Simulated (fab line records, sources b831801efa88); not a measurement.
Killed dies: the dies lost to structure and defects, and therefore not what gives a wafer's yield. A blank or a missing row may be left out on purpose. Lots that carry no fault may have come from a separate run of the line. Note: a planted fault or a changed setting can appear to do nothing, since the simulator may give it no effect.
Which of the tools did it? ; flow gf180mcu ; Sampling: 7 lots, 21 wafers, 2 of 602 route steps

## WHAT THE GAUGES READ, wafer by wafer
GF_CONTACT_BOW_MEAS_05.
lot;measured;on;CONTACT_BOW (um)
L503;day 15 16:41;film metro-02;70 57 68
L509;day 17 15:52;film metro-04;65 76 81
L513;day 19 08:37;film metro-02;72 58 62
L516;day 20 23:56;film metro-04;68 68 67
L521;day 22 10:16;film metro-02;61 76 72
L522;day 22 17:36;film metro-04;64 67 70
L525;day 23 13:44;film metro-04;70 64 65

## TOOL THAT RAN EACH LOT (tool first, then ch and the chambers of the sampled wafers, then the start)
lot;GF_HV_LDD_IMPLANT_35
L503;implanter-02 ch 0, day 12 00:05
L509;implanter-04 ch 0, day 13 17:43
L513;implanter-02 ch 0, day 15 06:52
L516;implanter-02 ch 0, day 16 18:17
L521;implanter-04 ch 0, day 18 03:11
L522;implanter-04 ch 0, day 18 11:37
L525;implanter-03 ch 0, day 19 08:38
- GF_HV_LDD_IMPLANT_35

## THE ANSWER, worked out from the rows above alone
Rule: what is usual is taken from the lots themselves. Put in order of their means at a reading, lots are off if they are a third of the lots or fewer, leave a main group of 4 or more, and stand apart from it by a gap of 3 or more times the standard deviation of the main group's means; of several such gaps the widest counts. A main group is skipped when, at the precision printed for the reading in the tables above, its means are all equal. Also off: a lot with no number at a reading for which 4 or more lots have one. Any other lot the step has rows for is counted as sound.
No lot is off on any of the readings shown, so nothing can be concluded from this.

## WHAT THE SIMULATOR HAD INSERTED
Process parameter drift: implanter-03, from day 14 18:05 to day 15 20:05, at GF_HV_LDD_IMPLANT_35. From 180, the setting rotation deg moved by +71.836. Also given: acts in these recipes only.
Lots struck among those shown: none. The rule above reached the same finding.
